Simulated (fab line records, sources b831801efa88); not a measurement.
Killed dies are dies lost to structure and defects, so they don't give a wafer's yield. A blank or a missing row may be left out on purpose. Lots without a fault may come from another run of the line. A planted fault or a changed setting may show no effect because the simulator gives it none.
fab line records | flow sfq_line
record lots=13 wafers=39 last_day=83
route steps=325 shown M1@69 I1@73 M2@100 I2@104
lots that met no fault: from a run of the same line without faults
start_h: hours from the record's first day to the start of the lot's first wafer shown | wait_h: hours since the lot's step before | " the same as in the row above | L1.1+2: a row that stands for several wafers | - no value, or no start given | * or withheld: withheld | < > ~ a bound
route shown NAME@n: a module of which the file shows steps, and the number in the route of the first | usual: mean/standard deviation of fault-free wafers | same: alike in all rows | chamber/n: place in a boat | sites: the reading at each site | _std_site: their standard deviation | _edge_site: outer sites' mean less inner sites' | radius_mm: how far each site lies from the wafer's centre | mask NAME#n: copy n | behind: the tool/chamber that last shaped the wafer | hold: why the lot was held/for how many hours/how that ended | device: the transistor (n, p or np) that didn't switch | end of line: the same wafers' tests at the end of the route | a step without rows: its recipe alone | killed: dies lost to structure and defects at the first sort, not the wafer's yield | map: a wafer's dies, x killed, . not, _ none there
set.NAME: the setting as run; set.NAME@STEP: as run at that earlier step | model.NAME: the simulator's own value behind a step, which no gauge read
steps of the route over a sample of lots; a table a step, a row a wafer
services: from which hour (start_h, from the record's first day; less than 0 if before it) a tool's chamber was out of use, for how many hours, and why
## steps
# step SFQ_TRILAYER_M1_BARC_OPEN_METAL_ETCH_054
# recipe mask_material=PR chemistry=O2 target_depth_nm=125 target=BARC icp_w=600 bias_w=80 pressure_mtorr=10 time_s=41.7
# usual bias_w=79.98/0.22 drypump_motor_current_A=5.5/0.3 oes_product_au=0.686/0.0045
# columns lot.wafer tool chamber start_h wait_h bias_w drypump_motor_current_A oes_product_au rf_hours_counter_h
L918.1 rie_metal-04 0 543.89 0.0 79.95 5.5 0.679 52
L918.5 " 1 " " 80.17 5.2 0.689 -
L918.6 " 0 " " 79.96 5.5 0.690 -
L919.2 rie_metal-02 1 554.17 0.0 79.56 5.9 0.684 72
L919.3 " 0 " " 80.18 5.6 0.683 -
L919.6 " 0 " " 80.21 5.6 0.686 -
L921.1 rie_metal-03 1 581.77 0.0 80.15 5.7 0.685 43
L921.2 " 0 " " 80.52 5.0 0.685 52
L921.5 " 1 " " 79.54 5.7 0.692 -
L922.1 rie_metal-02 1 589.09 0.0 79.50 5.9 0.690 78
L922.2 " 0 " " 80.01 5.6 0.688 62
L922.6 " 0 " " 80.18 5.6 0.686 -
L923.1 rie_metal-02 0 604.69 0.0 79.44 5.6 0.689 65
L923.5 " 1 " " 80.10 5.9 0.689 -
L923.6 " 0 " " 79.60 5.6 0.677 -
L924.1 rie_metal-04 1 609.49 0.0 80.21 5.2 0.684 76
L924.4 " 1 " " 80.12 5.2 0.686 -
L924.5 " 1 " " 79.99 5.2 0.684 -
L926.1 rie_metal-03 1 627.62 0.0 79.96 5.7 0.682 49
L926.2 " 0 " " 79.88 5.0 0.683 58
L926.6 " 1 " " 79.89 5.7 0.689 -
L927.2 rie_metal-03 1 634.82 0.0 79.88 5.7 0.688 50
L927.5 " 1 " " 80.47 5.7 0.690 -
L927.6 " 0 " " 80.10 5.0 0.689 -
L928.1 rie_metal-03 1 646.82 0.0 79.85 5.7 0.693 52
L928.3 " 0 " " 80.19 5.0 0.685 -
L928.5 " 0 " " 80.13 5.0 0.684 -
L929.1 rie_metal-04 1 654.02 0.0 80.25 5.2 0.678 83
L929.5 " 1 " " 80.34 5.2 0.685 -
L929.6 " 0 " " 79.84 5.5 0.690 -
L933.1 rie_metal-04 0 708.14 0.0 80.09 5.5 0.691 77
L933.2 " 1 " " 80.21 5.2 0.679 90
L933.5 " 1 " " 80.52 5.2 0.681 -
L938.3 rie_metal-02 1 769.61 0.0 79.66 5.9 0.682 -
L938.4 " 0 " " 79.84 5.6 0.688 -
L938.5 " 0 " " 80.17 5.6 0.674 -
L940.1 rie_metal-04 1 780.39 0.0 80.02 5.2 0.685 101
L940.3 " 1 " " 80.21 5.2 0.692 -
L940.5 " 0 " " 80.02 5.5 0.690 -
# step SFQ_TRILAYER_I1_DEP_PECVD_045
# recipe material=SiO2 temp_c=150 time_s=111.11 pressure_torr=2.4 rf_w=183.3 precursor=SiH4/N2O target_thk_nm=500
# usual heater_power_w=90/19 throttle_valve_pct=24.0/1
# columns lot.wafer tool chamber start_h wait_h heater_power_w since_wet_clean_h throttle_valve_pct
L918.1 pecvd-03 2 544.85 0.0 74 337 22.4
L918.5 " 2 " " 77 - 22.5
L918.6 " 1 " " 76 - 25.1
L919.2 pecvd-01 2 555.13 0.0 83 1469 25.1
L919.3 " 0 " " 68 1469 25.2
L919.6 " 2 " " 85 - 25.5
L921.1 pecvd-03 1 582.73 0.0 71 374 25.3
L921.2 " 2 " " 72 374 22.7
L921.5 " 1 " " 73 - 25.3
L922.1 pecvd-04 0 590.05 0.0 105 751 24.4
L922.2 " 1 " " 110 751 23.9
L922.6 " 2 " " 104 - 24.4
L923.1 pecvd-01 1 605.65 0.0 110 28 23.7
L923.5 " 2 " " 78 - 23.0
L923.6 " 0 " " 71 - 22.7
L924.1 pecvd-01 1 610.45 0.0 117 33 23.8
L924.4 " 2 " " 78 - 23.1
L924.5 " 0 " " 70 - 22.3
L926.1 pecvd-04 2 628.58 0.0 103 790 24.4
L926.2 " 1 " " 101 790 24.0
L926.6 " 2 " " 105 - 24.5
L927.2 pecvd-01 1 635.78 0.0 106 58 24.0
L927.5 " 0 " " 70 - 23.0
L927.6 " 1 " " 115 - 23.6
L928.1 pecvd-03 2 647.78 0.0 74 440 22.8
L928.3 " 1 " " 74 440 25.5
L928.5 " 1 " " 77 - 25.8
L929.1 pecvd-01 1 654.99 0.0 120 77 24.2
L929.5 " 2 " " 64 - 23.4
L929.6 " 1 " " 117 - 24.0
L933.1 pecvd-04 0 709.12 0.0 100 870 24.9
L933.2 " 1 " " 112 870 24.4
L933.5 " 2 " " 96 - 24.8
L938.3 pecvd-03 0 770.55 0.0 104 562 24.1
L938.4 " 0 " " 106 - 23.9
L938.5 " 2 " " 77 - 22.7
L940.1 pecvd-03 0 781.36 0.0 106 573 24.1
L940.3 " 1 " " 76 573 26.2
L940.5 " 0 " " 108 - 24.1
# step SFQ_TRILAYER_M2_ETCH_METAL_ETCH_060
# recipe target=Nb stop_on=SiO2 mask_material=PR chemistry=Cl2/Ar target_depth_nm=240 icp_w=600 bias_w=80 pressure_mtorr=10 time_s=120
# usual bias_w=79.98/0.23 drypump_motor_current_A=5.63/0.28 oes_product_au=0.896/0.0079
# columns lot.wafer tool chamber start_h wait_h bias_w drypump_motor_current_A oes_product_au rf_hours_counter_h
L918.1 rie_metal-02 1 717.80 0.0 80.43 5.90 0.904 99
L918.5 " 0 " " 79.99 5.63 0.891 -
L918.6 " 1 " " 80.05 5.89 0.889 -
L919.2 rie_metal-04 1 725.12 0.0 79.66 5.18 0.890 92
L919.3 " 0 " " 80.06 5.51 0.891 -
L919.6 " 0 " " 79.87 5.48 0.892 -
L921.1 rie_metal-01 1 749.12 0.0 79.79 6.08 0.900 62
L921.2 " 0 " " 80.03 5.35 0.895 20
L921.5 " 0 " " 79.92 5.33 0.896 -
L922.1 rie_metal-04 0 756.45 0.0 80.17 5.52 0.888 83
L922.2 " 1 " " 79.74 5.21 0.896 97
L922.6 " 0 " " 80.22 5.53 0.882 -
L923.1 rie_metal-04 0 770.85 0.0 79.89 5.52 0.887 86
L923.5 " 0 " " 79.91 5.53 0.905 -
L923.6 " 1 " " 79.69 5.22 0.887 -
L924.1 rie_metal-02 0 779.25 0.0 79.95 5.65 0.892 93
L924.4 " 0 " " 79.98 5.64 0.912 -
L924.5 " 0 " " 79.61 5.66 0.909 -
L926.1 rie_metal-02 1 791.25 0.0 80.02 5.88 0.899 110
L926.2 " 0 " " 80.16 5.66 0.906 95
L926.6 " 1 " " 80.21 5.88 0.890 -
L927.2 rie_metal-02 1 801.97 0.0 80.21 5.88 0.904 112
L927.5 " 0 " " 80.17 5.64 0.889 -
L927.6 " 1 " " 79.86 5.90 0.907 -
L928.1 rie_metal-02 0 813.97 0.0 80.04 5.65 0.892 98
L928.3 " 1 " " 80.01 5.89 0.895 -
L928.5 " 0 " " 79.62 5.64 0.899 -
L929.1 rie_metal-01 1 824.77 0.0 80.26 6.06 0.889 74
L929.5 " 0 " " 80.01 5.36 0.893 -
L929.6 " 1 " " 80.25 6.04 0.902 -
L933.1 rie_metal-02 1 871.17 0.0 80.35 5.86 0.900 124
L933.2 " 0 " " 80.31 5.64 0.889 109
L933.5 " 1 " " 80.25 5.90 0.883 -
L938.3 rie_metal-04 0 933.18 0.1 79.85 5.49 0.893 -
L938.4 " 1 " " 80.16 5.18 0.890 -
L938.5 " 0 " " 80.29 5.51 0.900 -
L940.1 rie_metal-04 1 936.74 0.0 79.96 5.19 0.886 128
L940.3 " 1 " " 79.82 5.19 0.883 -
L940.5 " 0 " " 80.04 5.50 0.879 -
# step SFQ_TRILAYER_I2_CMP_CMP_064
# recipe material=SiO2 down_force_psi=3 platen_rpm=60 pad_velocity_m_s=0.94248
# usual head_pressure_psi=3.001/0.0065 motor_current_A=9.4/0.83 time_to_endpoint_s=214/9.4
# columns lot.wafer tool chamber start_h wait_h head_pressure_psi motor_current_A time_to_endpoint_s
L918.1 cmp-01 2 726.18 7.4 2.997 9.7 203
L918.5 " 1 727.68 8.9 3.000 8.6 209
L918.6 " 2 " " 3.008 9.7 214
L919.3 cmp-01 1 731.68 5.6 3.002 8.5 202
L919.2 " 2 " " 3.005 9.9 198
L919.6 " 1 733.68 7.6 3.003 8.3 195
L921.2 cmp-01 2 751.20 1.1 2.993 9.6 208
L921.1 " 3 " " 2.988 11.0 226
L921.5 " 2 753.20 3.1 3.002 9.5 218
L922.1 cmp-02 2 759.74 2.4 3.015 8.0 200
L922.2 " 0 760.74 3.4 2.994 9.1 216
L922.6 " 1 " " 3.004 9.9 221
L923.1 cmp-01 0 777.52 5.7 2.999 9.0 215
L923.6 " 1 " " 3.006 8.3 217
L923.5 " 2 " " 2.999 9.6 211
L924.1 cmp-02 1 789.24 9.1 2.991 9.8 220
L924.4 " 0 790.74 10.5 3.003 8.8 229
L924.5 " 1 " " 3.001 9.6 223
L926.2 cmp-01 2 807.88 15.7 2.995 9.8 205
L926.1 " 3 " " 3.006 10.6 222
L926.6 " 1 809.38 17.1 2.995 8.2 225
L927.2 cmp-02 2 817.24 14.3 3.003 8.5 201
L927.6 " 0 818.24 15.3 2.997 8.6 216
L927.5 " 1 " " 2.998 9.7 212
L928.1 cmp-01 3 831.38 16.5 2.999 11.3 227
L928.3 " 0 " " 3.004 9.4 223
L928.5 " 2 832.88 17.9 3.001 9.9 220
L929.1 cmp-02 1 842.09 16.4 2.988 9.8 218
L929.5 " 2 " " 3.011 8.2 218
L929.6 " 3 " " 2.984 9.8 203
L933.2 cmp-02 2 889.59 17.5 3.006 8.4 228
L933.1 " 3 " " 3.010 9.7 213
L933.5 " 1 891.09 18.9 2.547 8.8 271
L938.3 cmp-01 1 954.99 20.9 2.993 8.4 213
L938.4 " 3 955.99 21.9 2.995 10.5 222
L938.5 " 2 957.49 23.4 3.014 9.2 225
L940.1 cmp-01 3 958.56 20.9 3.000 10.4 226
L940.3 " 0 " " 2.997 9.4 217
L940.5 " 3 960.56 22.8 2.997 10.8 230
## services
# columns tool chamber start_h hours kind
cmp-02 - 521.63 2.2 repair
rie_metal-02 - 526.85 2.8 pm
pecvd-01 - 563.75 14.0 pm
cmp-01 - 575.00 4.0 pm
rie_metal-02 - 578.29 0.3 repair
cmp-02 - 605.83 1.8 repair
pecvd-03 - 628.18 3.8 repair
cmp-01 - 634.65 4.9 pm
cmp-01 - 645.17 0.4 repair
cmp-02 - 650.33 12.2 pm
pecvd-03 1 678.53 22.7 repair
pecvd-01 - 684.17 0.8 repair
cmp-02 - 689.28 3.2 repair
pecvd-03 - 696.82 14.6 pm
cmp-01 - 711.40 2.3 repair
cmp-01 - 784.48 4.4 repair
rie_metal-04 0 813.21 3.3 repair
rie_metal-04 - 832.00 0.2 repair
cmp-01 - 835.94 0.2 repair
rie_metal-04 - 858.27 1.4 pm
cmp-01 - 917.88 4.0 pm
rie_metal-02 0 928.80 2.4 repair
cmp-01 - 933.88 6.1 pm
rie_metal-04 - 941.73 2.8 pm
## key
first_sign step=SFQ_TRILAYER_I2_CMP_CMP_064 reading=head_pressure_psi direction=down sigmas=70 usual=3.001 struck=2.547
effect step=SFQ_TRILAYER_I2_CMP_CMP_064 reading=time_to_endpoint_s direction=up sigmas=6.1 usual=* struck=*
met_at SFQ_TRILAYER_I2_CMP_CMP_064
struck_lots L933
struck_wafers L933.5
not_acting_at SFQ_TRILAYER_M1_BARC_OPEN_METAL_ETCH_054,SFQ_TRILAYER_I1_DEP_PECVD_045,SFQ_TRILAYER_M2_ETCH_METAL_ETCH_060
onset_between 842.09 889.59
fault kind=process_parameter_drift tool=cmp-02 chamber=1 onset_h=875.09 steps=SFQ_TRILAYER_I2_CMP_CMP_064 channel=down_force_psi offset=-0.45571 shape=step end_h=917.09 acts_in=these_recipes_only stated=3
